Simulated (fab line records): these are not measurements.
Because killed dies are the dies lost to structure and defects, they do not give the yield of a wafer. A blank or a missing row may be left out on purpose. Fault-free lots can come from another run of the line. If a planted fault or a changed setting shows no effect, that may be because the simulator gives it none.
fab line records	flow sky130
record lots=7	wafers=21	last_day=50
route steps=708 shown NWELL@82 PWDE@84 VT_ADJUST_HVTP@85 PAD_OPEN@708
lots that met no fault: taken from a fault-free run of the same line
start_h: the number of hours between the record's first day and the start of the first shown wafer of the lot	wait_h: hours elapsed since this lot's preceding step	" identical to the entry in the row above	L1.1+2: several wafers, shown together as one row	- no value, or no start given	* or withheld: withheld	< > ~ a bound
route shown NAME@n: a module of which the file shows steps, and the number in the route of the first	usual: mean and standard deviation over wafers with no fault	same: alike in all rows	chamber/n: place in a boat	sites: each site's reading	_std_site: their standard deviation	_edge_site: outer sites' mean less inner sites'	radius_mm: for every site, how far away it sits from the centre of the wafer	mask NAME#n: copy n	behind: the most recent tool/chamber to have shaped the wafer	hold: cause of the lot's hold/its duration in hours/its outcome	device: the n, p or np transistor that did not switch	end of line: tests run on the same wafers once the route is complete	for a step that has no rows: nothing shown but its recipe	killed: the dies lost at the first sort to structure and to defects; this is not the yield of the wafer	map: per-die view of a wafer (x killed, . not killed, _ where there is no die)
set.NAME: the setting that was run; set.NAME@STEP: the one run at that earlier step	model.NAME: the simulator's own value behind a step, which no gauge read
certain route steps with their lots: each step a table, each wafer a row
services: from which hour (start_h, from the record's first day; less than 0 if before it) a tool's chamber was out of use, for how many hours, and why
## steps
# step SKY_NWELL_RS_MEAS_29
# recipe thk_meas_gauge=four-point-probe
# usual NWELL_RS=624.2/1.9
lot.wafer	tool	chamber	start_h	wait_h	NWELL_RS[ohm/sq]
L367.2	film_metro-01	-	117.77	0.1	623.5
L367.5	"	-	"	"	622.5
L367.6	"	-	"	"	622.5
L372.2	film_metro-01	-	166.03	0.2	624.8
L372.3	"	-	"	"	626.0
L372.5	"	-	"	"	625.5
L374.1	film_metro-02	-	167.96	0.1	624.0
L374.4	"	-	"	"	624.5
L374.5	"	-	"	"	623.6
L380.2	film_metro-02	-	200.23	0.1	623.4
L380.4	"	-	"	"	623.7
L380.6	"	-	"	"	622.8
L385.1	film_metro-04	-	229.56	0.1	625.0
L385.3	"	-	"	"	625.8
L385.6	"	-	"	"	624.1
L386.2	film_metro-04	-	235.48	0.1	627.5
L386.4	"	-	"	"	625.7
L386.6	"	-	"	"	627.3
L387.1	film_metro-02	-	244.06	0.1	623.8
L387.4	"	-	"	"	624.7
L387.5	"	-	"	"	627.1
# step SKY_NWELL_RS_MEAS_31
# recipe thk_meas_gauge=four-point-probe
# usual PWDE_RS=5268/19
lot.wafer	tool	chamber	start_h	wait_h	PWDE_RS[ohm/sq]
L367.2	film_metro-01	-	118.01	0.1	5255
L367.5	"	-	"	"	5255
L367.6	"	-	"	"	5248
L372.2	film_metro-01	-	166.27	0.1	5286
L372.3	"	-	"	"	5289
L372.5	"	-	"	"	5286
L374.1	film_metro-02	-	168.20	0.1	5302
L374.4	"	-	"	"	5281
L374.5	"	-	"	"	5283
L380.2	film_metro-02	-	200.47	0.1	5262
L380.4	"	-	"	"	5250
L380.6	"	-	"	"	5266
L385.1	film_metro-04	-	229.80	0.1	5233
L385.3	"	-	"	"	5242
L385.6	"	-	"	"	5238
L386.2	film_metro-04	-	235.72	0.1	5289
L386.4	"	-	"	"	5288
L386.6	"	-	"	"	5280
L387.1	film_metro-02	-	244.30	0.1	5279
L387.4	"	-	"	"	5274
L387.5	"	-	"	"	5267
# step SKY_VT_ADJUST_HVTP_DEHYDRATE_00
# recipe temp_c=200	time_s=60
# step SKY_VT_ADJUST_HVTP_HMDS_01
# recipe prime_time_s=60	prime_temp_c=120
# step SKY_VT_ADJUST_HVTP_COAT_02
# recipe resist=NOVOLAK	spin_rpm=3000	resist_thk_nm=1140
# step SKY_VT_ADJUST_HVTP_SOFTBAKE_03
# recipe temp_c=90	time_s=60	resist=NOVOLAK
# step SKY_VT_ADJUST_HVTP_EXPOSE_04
# recipe mask_id=HVTPM	na=0.6	source_shape=conventional	sigma_outer=0.6	polarization=unpolarized	target_cd_nm=380	dose_mj=140
# step SKY_VT_ADJUST_HVTP_PEB_05
# recipe temp_c=withheld	time_s=*	resist=NOVOLAK
# step SKY_VT_ADJUST_HVTP_DEVELOP_06
# recipe resist=NOVOLAK	developer=TMAH	develop_time_s=60	dev_temp_c=23
# step SKY_VT_ADJUST_HVTP_CD_MEAS_07
# recipe target_cd_nm=380
# usual cd_nm=379.5/2.7
lot.wafer	tool	chamber	start_h	wait_h	cd_nm
L367.2	cd_sem-01	-	136.83	0.1	378.1
L367.5	"	-	"	"	378.0
L367.6	"	-	"	"	377.3
L372.2	cd_sem-01	-	186.33	0.1	376.9
L372.3	"	-	"	"	377.2
L372.5	"	-	"	"	378.2
L374.1	cd_sem-02	-	188.36	0.1	384.1
L374.4	"	-	"	"	384.7
L374.5	"	-	"	"	384.2
L380.2	cd_sem-02	-	222.58	0.1	377.9
L380.4	"	-	"	"	378.4
L380.6	"	-	"	"	378.7
L385.1	cd_sem-01	-	253.57	0.1	381.8
L385.3	"	-	"	"	383.2
L385.6	"	-	"	"	384.6
L386.2	cd_sem-01	-	259.53	0.1	377.2
L386.4	"	-	"	"	377.6
L386.6	"	-	"	"	377.9
L387.1	cd_sem-02	-	268.16	0.1	378.6
L387.4	"	-	"	"	380.0
L387.5	"	-	"	"	377.6
# step SKY_VT_ADJUST_HVTP_OVL_MEAS_08
# usual VT_ADJUST_HVTP_OVL=-0.6/1.4
lot.wafer	tool	chamber	start_h	wait_h	VT_ADJUST_HVTP_OVL[nm]
L367.2	overlay-02	-	136.94	0.1	-0.2
L367.5	"	-	"	"	1.2
L367.6	"	-	"	"	-0.3
L372.2	overlay-01	-	186.44	0.1	-1.4
L372.3	"	-	"	"	-2.9
L372.5	"	-	"	"	-2.0
L374.1	overlay-01	-	188.48	0.1	0.0
L374.4	"	-	"	"	2.5
L374.5	"	-	"	"	-1.6
L380.2	overlay-02	-	222.68	0.1	2.1
L380.4	"	-	"	"	1.4
L380.6	"	-	"	"	-0.2
L385.1	overlay-02	-	253.69	0.1	1.7
L385.3	"	-	"	"	0.9
L385.6	"	-	"	"	1.0
L386.2	overlay-02	-	259.64	0.1	-0.7
L386.4	"	-	"	"	-0.5
L386.6	"	-	"	"	-1.8
L387.1	overlay-01	-	268.28	0.1	-2.0
L387.4	"	-	"	"	0.0
L387.5	"	-	"	"	-0.9
# step SKY_VT_ADJUST_HVTP_IMPLANT_09
# recipe species=As	energy_kev=150	dose_cm2=4.3e+12	tilt_deg=withheld
# usual beam_energy_keV=149.99/0.046	beam_on_s=10.00/0.2	faraday_current_uA=24.3/0.49
# same implant_ion_amu=75
lot.wafer	tool	chamber	start_h	wait_h	beam_energy_keV	beam_on_s	faraday_current_uA	model.implant.rp_nm	model.implant.drp_nm
L367.2	implanter-02	0	136.99	0.0	149.99	9.73	24.9	82.97	33.4
L367.5	"	0	"	"	149.98	10.18	23.8	82.97	33.4
L367.6	"	0	"	"	150.04	9.64	25.2	82.97	33.4
L372.2	implanter-01	0	186.49	0.0	149.97	9.84	24.7	87.44	33.4
L372.3	"	0	"	"	149.92	10.04	24.2	87.44	33.4
L372.5	"	0	"	"	149.96	10.30	23.6	87.44	33.4
L374.1	implanter-01	0	188.51	0.0	149.94	10.27	23.5	85.57	33.4
L374.4	"	0	"	"	149.94	10.05	24.0	85.57	33.4
L374.5	"	0	"	"	149.89	10.10	24.0	85.57	33.4
L380.2	implanter-03	0	222.74	0.0	149.94	10.45	23.3	84.36	33.4
L380.4	"	0	"	"	150.01	9.88	24.6	84.36	33.4
L380.6	"	0	"	"	149.88	10.10	24.0	84.36	33.4
L385.1	implanter-03	0	253.73	0.0	164.34	9.94	24.5	87.7	36.01
L385.3	"	0	"	"	164.31	10.35	23.4	87.7	36.01
L385.6	"	0	"	"	164.30	9.98	24.4	87.7	36.01
L386.2	implanter-03	0	259.69	0.0	164.28	10.24	23.7	93.52	36.01
L386.4	"	0	"	"	164.25	10.32	23.5	93.52	36.01
L386.6	"	0	"	"	164.23	10.00	24.2	93.52	36.01
L387.1	implanter-03	0	268.32	0.0	164.25	10.22	23.6	89.07	36.01
L387.4	"	0	"	"	164.30	9.76	24.7	89.07	36.01
L387.5	"	0	"	"	164.26	10.07	24.0	89.07	36.01
# step SKY_VT_ADJUST_HVTP_STRIP_10
# recipe chemistry=O2/N2	power_w=1400	pressure_mtorr=1500	platen_temp_c=withheld	o2_flow_sccm=3000	n2_flow_sccm=300	overash_fraction=0.5
# usual drypump_motor_current_A=5.4/0.41	oes_product_au=0.716/0.0042	strip_time_to_endpoint_s=14.19/0.039
lot.wafer	tool	chamber	start_h	wait_h	drypump_motor_current_A	oes_product_au	rf_hours_counter_h	strip_time_to_endpoint_s
L367.2	plasma_asher-04	1	137.12	0.1	4.7	0.720	2	14.16
L367.5	"	1	"	"	4.7	0.714	-	14.15
L367.6	"	0	"	"	5.2	0.712	-	14.13
L372.2	plasma_asher-04	1	186.62	0.1	4.7	0.718	8	14.16
L372.3	"	0	"	"	5.2	0.717	-	14.16
L372.5	"	1	"	"	4.7	0.717	-	14.13
L374.1	plasma_asher-01	0	188.66	0.1	5.4	0.716	47	14.17
L374.4	"	0	"	"	5.4	0.719	-	14.20
L374.5	"	0	"	"	5.4	0.716	-	14.17
L380.2	plasma_asher-01	0	222.86	0.1	5.5	0.716	50	14.29
L380.4	"	1	"	"	6.0	0.715	-	14.20
L380.6	"	1	"	"	6.0	0.722	-	14.26
L385.1	plasma_asher-04	0	253.88	0.1	5.2	0.716	14	14.12
L385.3	"	0	"	"	5.2	0.713	-	14.21
L385.6	"	1	"	"	4.8	0.716	-	14.19
L386.2	plasma_asher-02	1	259.82	0.1	5.7	0.713	57	14.15
L386.4	"	1	"	"	5.7	0.711	-	14.17
L386.6	"	0	"	"	5.4	0.718	-	14.13
L387.1	plasma_asher-02	0	268.47	0.1	5.5	0.714	58	14.21
L387.4	"	0	"	"	5.5	0.725	-	14.20
L387.5	"	0	"	"	5.4	0.724	-	14.20
# step SKY_PAD_OPEN_PROBE_99
# usual killed_at_M0_to_M3=42/6.6	killed_at_M4_up=3.0/1.8	killed_at_contacts=25/5.1	killed_at_front_end=15/4.4	killed_at_other=0.3/0.56	killed_dies=86/8.6	killed_open=47/6.9	killed_short=38/6
# same gross_dies=492	killed_at_back_side=0
lot.wafer	tool	chamber	start_h	wait_h	killed_at_M0_to_M3	killed_at_M4_up	killed_at_contacts	killed_at_front_end	killed_at_other	killed_dies	killed_open	killed_short	model.etest.tip_p.rs_ohm_sq	model.etest.pfet_01v8.r_on_ohm_um	model.etest.pfet_01v8.drive_ua_um	model.etest.pfet_01v8_mvt.drive_ua_um	model.etest.pfet_01v8_hvt.drive_ua_um	model.etest.sram_pfet_latch.drive_ua_um	model.etest.pfet_01v8_mvt.off_log10_a_um	model.etest.pfet_01v8.off_log10_a_um
L367.2	prober-02	-	1087.41	0.1	40	1	26	14	0	81	48	33	6850	2988	187.5	147.2	139.4	135.8	-11.07	-10.09
L367.5	prober-02	-	1087.56	0.2	48	3	27	5	0	83	44	39	6979	2942	188.7	149.4	141.7	136.3	-11.05	-9.94
L367.6	prober-02	-	1087.61	0.2	53	2	26	15	0	96	59	37	6983	2983	185.8	146.5	138.3	140.4	-11.12	-10.07
L372.2	prober-01	-	1131.98	0.1	37	4	25	16	0	82	46	36	6706	2889	195.4	156.7	144.1	142	-9.819	-9.072
L372.3	prober-01	-	1132.03	0.2	39	1	20	15	1	76	48	28	6716	2943	192.4	152.4	141.8	144.5	-10.02	-9.453
L372.5	prober-01	-	1132.13	0.2	41	2	17	15	0	75	47	28	6712	2850	198.9	157.2	146.6	142.6	-9.866	-9.054
L374.1	prober-01	-	1144.61	0.1	46	2	26	15	0	89	38	51	6742	2776	203.5	159.1	152.5	150.5	-10.11	-9.16
L374.4	prober-01	-	1144.76	0.2	41	0	25	17	2	85	43	41	6720	2786	202.8	158.7	153.1	156.8	-10.12	-9.049
L374.5	prober-01	-	1144.81	0.2	43	4	27	16	0	90	54	36	6759	2797	202.9	157.7	149.9	147.7	-10.09	-9.043
L380.2	prober-01	-	1166.04	0.1	35	0	30	16	0	81	42	39	6748	2865	195.1	154.4	147.2	139.8	-10.5	-9.328
L380.4	prober-01	-	1166.14	0.2	48	3	31	9	0	91	47	44	6849	2917	193.6	152	142.3	137.4	-10.55	-9.513
L380.6	prober-01	-	1166.24	0.2	40	2	33	14	0	89	49	39	6802	2919	190.3	153.2	141.8	139.4	-10.52	-9.761
L385.1	prober-02	-	1187.59	0.1	31	4	29	13	0	77	43	34	6762	2928	191.8	155.7	142.3	145.8	-10.01	-9.56
L385.3	prober-02	-	1187.69	0.2	36	1	38	14	0	89	54	35	6688	2913	193.1	155.3	144.5	145.5	-9.797	-9.486
L385.6	prober-02	-	1187.84	0.2	40	2	29	16	0	87	55	32	6758	2889	193.8	156.7	144.3	141.6	-9.913	-9.418
L386.2	prober-01	-	1194.68	0.1	39	4	25	13	0	81	55	26	6468	2771	205.3	166.3	152.8	150.1	-9.012	-8.489
L386.4	prober-01	-	1194.78	0.2	44	3	29	12	3	91	55	36	6450	2755	208.7	166.8	155.6	157.2	-9.232	-8.578
L386.6	prober-01	-	1194.88	0.2	42	2	23	19	0	86	43	43	6434	2747	206.4	167.4	155.2	151.4	-9.06	-8.618
L387.1	prober-02	-	1198.53	0.1	32	4	21	15	0	72	31	41	6592	2705	212	166.5	158	154.7	-9.574	-8.662
L387.4	prober-02	-	1198.68	0.2	48	3	25	18	0	94	53	41	6628	2774	207.7	162.1	153.7	161.4	-9.556	-8.723
L387.5	prober-02	-	1198.73	0.2	44	4	30	7	1	86	50	36	6564	2754	207.5	163.7	154.5	152.2	-9.704	-8.757
# killed by level:class
L367.2 LI_CONTACT:geometric_particle:open=9 VIA1:geometric_particle:open=9 CONTACT:geometric_particle:open=8 VIA3:geometric_particle:open=7 POLY_GATE:geometric_particle:short=5 FIELD_ISO:geometric_particle:open=4 METAL3:geometric_particle:short=4 LI_CONTACT:geometric_particle:short=3
L367.5 LI_CONTACT:geometric_particle:open=13 VIA1:geometric_particle:open=12 METAL2:geometric_particle:short=7 VIA3:geometric_particle:open=6 LI_CONTACT:geometric_particle:short=6 VIA1:geometric_particle:short=6 CONTACT:geometric_particle:open=5 METAL1:geometric_particle:short=5
L367.6 VIA1:geometric_particle:open=19 CONTACT:geometric_particle:open=10 LI_CONTACT:geometric_particle:open=9 FIELD_ISO:geometric_particle:short=6 VIA3:geometric_particle:open=6 VIA1:geometric_particle:short=6 METAL1:geometric_particle:short=5 VIA3:geometric_particle:short=4
L372.2 VIA1:geometric_particle:open=10 LI_CONTACT:geometric_particle:open=7 VIA3:geometric_particle:open=7 FIELD_ISO:geometric_particle:short=6 CONTACT:geometric_particle:open=6 FIELD_ISO:geometric_particle:open=5 METAL2:geometric_particle:short=5 CONTACT:geometric_particle:short=4
L372.3 VIA1:geometric_particle:open=12 CONTACT:geometric_particle:open=9 VIA2:geometric_particle:open=6 VIA3:geometric_particle:open=6 CONTACT:geometric_particle:short=5 METAL1:geometric_particle:short=5 VIA2:geometric_particle:short=4 FIELD_ISO:geometric_particle:open=3
L372.5 VIA1:geometric_particle:open=10 VIA3:geometric_particle:open=7 CONTACT:geometric_particle:open=7 LI_CONTACT:geometric_particle:open=5 METAL1:geometric_particle:short=5 METAL2:geometric_particle:short=5 FIELD_ISO:geometric_particle:short=4 FIELD_ISO:geometric_particle:open=4
L374.1 METAL1:geometric_particle:short=9 CONTACT:geometric_particle:short=7 LI_CONTACT:geometric_particle:open=6 VIA1:geometric_particle:open=6 LOCAL_INTERCONNECT:geometric_particle:short=6 VIA3:geometric_particle:open=6 METAL2:geometric_particle:short=6 CONTACT:geometric_particle:open=5
L374.4 LI_CONTACT:geometric_particle:open=9 VIA2:geometric_particle:open=7 CONTACT:geometric_particle:short=6 VIA1:geometric_particle:open=6 METAL2:geometric_particle:short=6 VIA3:geometric_particle:open=6 FIELD_ISO:geometric_particle:open=5 FIELD_ISO:geometric_particle:short=5
L374.5 VIA1:geometric_particle:open=14 LI_CONTACT:geometric_particle:open=11 VIA3:geometric_particle:open=6 LOCAL_INTERCONNECT:geometric_particle:short=6 CONTACT:geometric_particle:open=6 FIELD_ISO:geometric_particle:short=5 FIELD_ISO:geometric_particle:open=5 VIA2:geometric_particle:short=5
L380.2 VIA1:geometric_particle:open=11 CONTACT:geometric_particle:short=8 CONTACT:geometric_particle:open=7 LI_CONTACT:geometric_particle:open=6 LOCAL_INTERCONNECT:geometric_particle:short=6 POLY_GATE:geometric_particle:open=5 METAL1:geometric_particle:short=5 VIA2:geometric_particle:open=5
L380.4 CONTACT:geometric_particle:open=16 VIA1:geometric_particle:open=15 VIA1:geometric_particle:short=12 VIA3:geometric_particle:open=6 LI_CONTACT:geometric_particle:short=5 METAL2:geometric_particle:short=5 LI_CONTACT:geometric_particle:open=4 FIELD_ISO:geometric_particle:open=3
L380.6 VIA1:geometric_particle:open=13 CONTACT:geometric_particle:open=11 VIA3:geometric_particle:open=8 VIA1:geometric_particle:short=7 LI_CONTACT:geometric_particle:open=6 LI_CONTACT:geometric_particle:short=6 CONTACT:geometric_particle:short=6 POLY_GATE:geometric_particle:short=5
L385.1 CONTACT:geometric_particle:open=12 VIA1:geometric_particle:open=8 LI_CONTACT:geometric_particle:open=7 VIA1:geometric_particle:short=6 LOCAL_INTERCONNECT:geometric_particle:short=5 FIELD_ISO:geometric_particle:open=4 VIA2:geometric_particle:short=4 FIELD_ISO:geometric_particle:short=3
L385.3 CONTACT:geometric_particle:open=15 LI_CONTACT:geometric_particle:open=11 VIA1:geometric_particle:open=9 METAL1:geometric_particle:short=8 VIA2:geometric_particle:open=7 LOCAL_INTERCONNECT:geometric_particle:short=6 POLY_GATE:geometric_particle:open=4 LI_CONTACT:geometric_particle:short=4
L385.6 CONTACT:geometric_particle:open=11 VIA3:geometric_particle:open=9 VIA1:geometric_particle:open=7 FIELD_ISO:geometric_particle:open=6 LI_CONTACT:geometric_particle:open=6 VIA1:geometric_particle:short=5 POLY_GATE:geometric_particle:open=4 CONTACT:geometric_particle:short=4
L386.2 CONTACT:geometric_particle:open=15 VIA1:geometric_particle:open=9 METAL2:geometric_particle:short=9 VIA2:geometric_particle:open=8 LI_CONTACT:geometric_particle:open=5 FIELD_ISO:geometric_particle:short=4 FIELD_ISO:geometric_particle:open=4 VIA3:geometric_particle:open=4
L386.4 CONTACT:geometric_particle:open=11 VIA1:geometric_particle:open=11 VIA2:geometric_particle:open=9 LI_CONTACT:geometric_particle:open=8 POLY_GATE:geometric_particle:open=7 VIA3:geometric_particle:open=6 METAL1:geometric_particle:short=5 LOCAL_INTERCONNECT:geometric_particle:short=4
L386.6 CONTACT:geometric_particle:open=14 VIA2:geometric_particle:open=8 METAL1:geometric_particle:short=6 VIA1:geometric_particle:open=6 VIA1:geometric_particle:short=6 FIELD_ISO:geometric_particle:short=5 CONTACT:geometric_particle:short=5 POLY_GATE:geometric_particle:short=4
L387.1 FIELD_ISO:geometric_particle:open=8 LI_CONTACT:geometric_particle:open=6 METAL1:geometric_particle:short=6 LOCAL_INTERCONNECT:geometric_particle:short=5 CONTACT:geometric_particle:open=5 VIA2:geometric_particle:open=4 VIA1:geometric_particle:open=4 CONTACT:geometric_particle:short=4
L387.4 VIA1:geometric_particle:open=13 CONTACT:geometric_particle:open=9 FIELD_ISO:geometric_particle:open=7 VIA3:geometric_particle:open=7 LOCAL_INTERCONNECT:geometric_particle:short=6 VIA1:geometric_particle:short=5 VIA2:geometric_particle:open=5 CONTACT:geometric_particle:short=4
L387.5 VIA1:geometric_particle:open=15 CONTACT:geometric_particle:short=8 VIA2:geometric_particle:open=8 LI_CONTACT:geometric_particle:open=7 CONTACT:geometric_particle:open=6 METAL2:geometric_particle:short=4 VIA3:geometric_particle:short=4 LI_CONTACT:geometric_particle:short=3
## services
tool	chamber	start_h	hours	kind
plasma_asher-04	-	117.11	0.5	repair
plasma_asher-04	0	117.75	-	clean
plasma_asher-04	1	117.75	-	clean
implanter-01	-	119.32	6.8	repair
plasma_asher-02	-	129.45	13.3	pm
plasma_asher-02	-	142.78	28.1	pm
plasma_asher-01	-	164.04	0.8	repair
implanter-03	-	188.61	3.0	pm
implanter-03	-	191.58	4.6	pm
implanter-02	-	192.71	1.5	repair
## key
first_sign step=SKY_VT_ADJUST_HVTP_IMPLANT_09	reading=beam_energy_keV	direction=up	sigmas=99+	usual=*	struck=*
effect none on later readings
model_effect step=SKY_VT_ADJUST_HVTP_IMPLANT_09	value=implant.rp_nm	without=82.66	struck=90.1
model_effect step=SKY_PAD_OPEN_PROBE_99	value=etest.tip_p.rs_ohm_sq	without=6883	struck=6594
met_at SKY_VT_ADJUST_HVTP_IMPLANT_09
struck_wafers L385.1,L385.3,L385.6,L386.2,L386.4,L386.6,L387.1,L387.4,L387.5
tester_left_out L385,L386,L387
onset_between 222.74 253.73
fault kind=process_parameter_drift	tool=implanter-03	chamber=-	onset_h=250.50	steps=SKY_VT_ADJUST_HVTP_IMPLANT_09	channel=energy_kev	offset=*	shape=step	end_h=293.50	acts_in=*	stated=*
# tester_left_out: of these lots the tester's yield and bins aren't shown, on N5 and GAA mostly nor the transistor test; their killed dies are dies lost to structure and defects alone, not to doping, threshold or leakage, so they don't give the yield
